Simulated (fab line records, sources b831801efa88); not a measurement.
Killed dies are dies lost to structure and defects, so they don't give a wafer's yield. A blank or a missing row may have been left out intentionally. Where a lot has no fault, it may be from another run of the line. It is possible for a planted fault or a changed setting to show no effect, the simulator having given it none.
Shared-tool check -- flow gf180mcu -- 10 lots and 30 wafers in the sample

## REASON IT WAS OPENED
At GF_TOP_METAL_RS_MEAS_05 the reading TOP_METAL_ALCU_RS is flagged on 3 of 10 lots. No-fault wafers: 0.0328 ohm/sq, standard deviation 0.00036.
Rule: a lot is flagged when every wafer of it that has a number lies more than 4 standard deviations from that mean, or none has a number. The other lots count as sound.

lot,measured,on,"TOP_METAL_ALCU_RS (ohm/sq), wafer by wafer",flag
L798,day 27 22:44,filmMetro-03,0.0330 0.0329 0.0326,
L806,day 30 12:31,filmMetro-01,9.7765 9.7663 9.7148,FLAGGED
L807,day 31 05:25,filmMetro-04,9.6416 9.6349 9.6021,FLAGGED
L808,day 31 06:59,filmMetro-03,9.5961 9.5331 9.5433,FLAGGED
L811,day 32 00:13,filmMetro-03,0.0324 0.0326 0.0321,
L814,day 32 19:46,filmMetro-01,0.0323 0.0323 0.0319,
L815,day 32 20:06,filmMetro-04,0.0337 0.0335 0.0336,
L816,day 33 02:00,filmMetro-03,0.0325 0.0325 0.0327,
L818,day 33 12:58,filmMetro-04,0.0325 0.0324 0.0327,
L819,day 33 14:14,filmMetro-03,0.0326 0.0325 0.0329,
Averaged over the flagged lots the numbers come to 9.6454 ohm/sq, +9.6126 ohm/sq from the usual (+99 or more standard deviations).

## WHICH TOOL EACH LOT WENT THROUGH
4 process steps preceding the reading are held in the record, out of 602 steps in the route. Each cell gives the tool, then ch followed by the chambers the sampled wafers passed through, then the start.
lot,flag,GF_MIM_SPUTTER_07,GF_M5_ETCH_09,GF_V5_STRIP_18,GF_TOP_METAL_SPUTTER_02
L798,,"pvdSputter-01, day 25 05:23","rieDiel-01 ch 0,2, day 26 23:37","plasmaAsher-02 ch 0,1, day 27 21:15","pvdSputter-01, day 27 22:37"
L806,FLAGGED,"pvdSputter-01, day 27 23:35","rieDiel-04 ch 1,2, day 29 15:10","plasmaAsher-02 ch 0,1, day 30 10:58","pvdSputter-03, day 30 12:25"
L807,FLAGGED,"pvdSputter-03, day 28 16:59","rieDiel-02 ch 0,1,3, day 30 08:01","plasmaAsher-01 ch 0,1, day 31 03:55","pvdSputter-01, day 31 05:18"
L808,FLAGGED,"pvdSputter-03, day 28 20:13","rieDiel-02 ch 1,3, day 30 10:06","plasmaAsher-01 ch 0,1, day 31 05:31","pvdSputter-03, day 31 06:53"
L811,,"pvdSputter-03, day 29 15:07","rieDiel-02 ch 0,2,3, day 31 03:51","plasmaAsher-02 ch 0,1, day 31 22:43","pvdSputter-03, day 32 00:07"
L814,,"pvdSputter-02, day 30 11:31","rieDiel-02 ch 0,3, day 31 23:36","plasmaAsher-02 ch 0,1, day 32 18:19","pvdSputter-03, day 32 19:40"
L815,,"pvdSputter-03, day 30 13:08","rieDiel-01 ch 1,2, day 32 00:33","plasmaAsher-04 ch 0,1, day 32 18:40","pvdSputter-01, day 32 20:01"
L816,,"pvdSputter-03, day 30 17:58","rieDiel-02 ch 0,1,3, day 32 05:45","plasmaAsher-04 ch 0,1, day 33 00:34","pvdSputter-04, day 33 01:55"
L818,,"pvdSputter-02, day 31 07:19","rieDiel-02 ch 1,3, day 32 17:28","plasmaAsher-04 ch 0,1, day 33 11:31","pvdSputter-03, day 33 12:52"
L819,,"pvdSputter-01, day 31 08:49","rieDiel-04 ch 0,1,3, day 32 19:15","plasmaAsher-01 ch 0,1, day 33 12:46","pvdSputter-03, day 33 14:07"
What these steps do:
- GF_MIM_SPUTTER_07: material TiN, target thk 60 nm, time 50 s.
- GF_M5_ETCH_09: etches Si3N4 in CF4/O2, target depth 52 nm, time 11.6 s.
- GF_V5_STRIP_18: strips in O2/N2.
- GF_TOP_METAL_SPUTTER_02: material AlCu, target thk 900 nm, time 47.82 s.
- GF_TOP_METAL_RS_MEAS_05: measures by four-point-probe.

## FLAGGED OVER TOTAL, TOOL BY TOOL (the gauges that took the reading come last)
step,tool,lots run,flagged,share of the flagged lots,sound lots run after its first flagged lot
GF_MIM_SPUTTER_07,pvdSputter-01,3,1,some,1 (L819)
GF_MIM_SPUTTER_07,pvdSputter-02,2,0,none,-
GF_MIM_SPUTTER_07,pvdSputter-03,5,2,some,"3 (L811,L815,L816)"
GF_M5_ETCH_09,rieDiel-01,2,0,none,-
GF_M5_ETCH_09,rieDiel-02,6,2,some,"4 (L811,L814,L816,L818)"
GF_M5_ETCH_09,rieDiel-04,2,1,some,1 (L819)
GF_V5_STRIP_18,plasmaAsher-01,3,2,some,1 (L819)
GF_V5_STRIP_18,plasmaAsher-02,4,1,some,"2 (L811,L814)"
GF_V5_STRIP_18,plasmaAsher-04,3,0,none,-
GF_TOP_METAL_SPUTTER_02,pvdSputter-01,3,1,some,1 (L815)
GF_TOP_METAL_SPUTTER_02,pvdSputter-03,6,2,some,"4 (L811,L814,L818,L819)"
GF_TOP_METAL_SPUTTER_02,pvdSputter-04,1,0,none,-
GF_TOP_METAL_RS_MEAS_05,filmMetro-01,2,1,some,1 (L814)
GF_TOP_METAL_RS_MEAS_05,filmMetro-03,5,1,some,"3 (L811,L816,L819)"
GF_TOP_METAL_RS_MEAS_05,filmMetro-04,3,1,some,"2 (L815,L818)"

## THE TABLE: WHAT IT ALLOWS
No row of the table ran every flagged lot.

## WHAT THE SIMULATOR HAD PUT IN
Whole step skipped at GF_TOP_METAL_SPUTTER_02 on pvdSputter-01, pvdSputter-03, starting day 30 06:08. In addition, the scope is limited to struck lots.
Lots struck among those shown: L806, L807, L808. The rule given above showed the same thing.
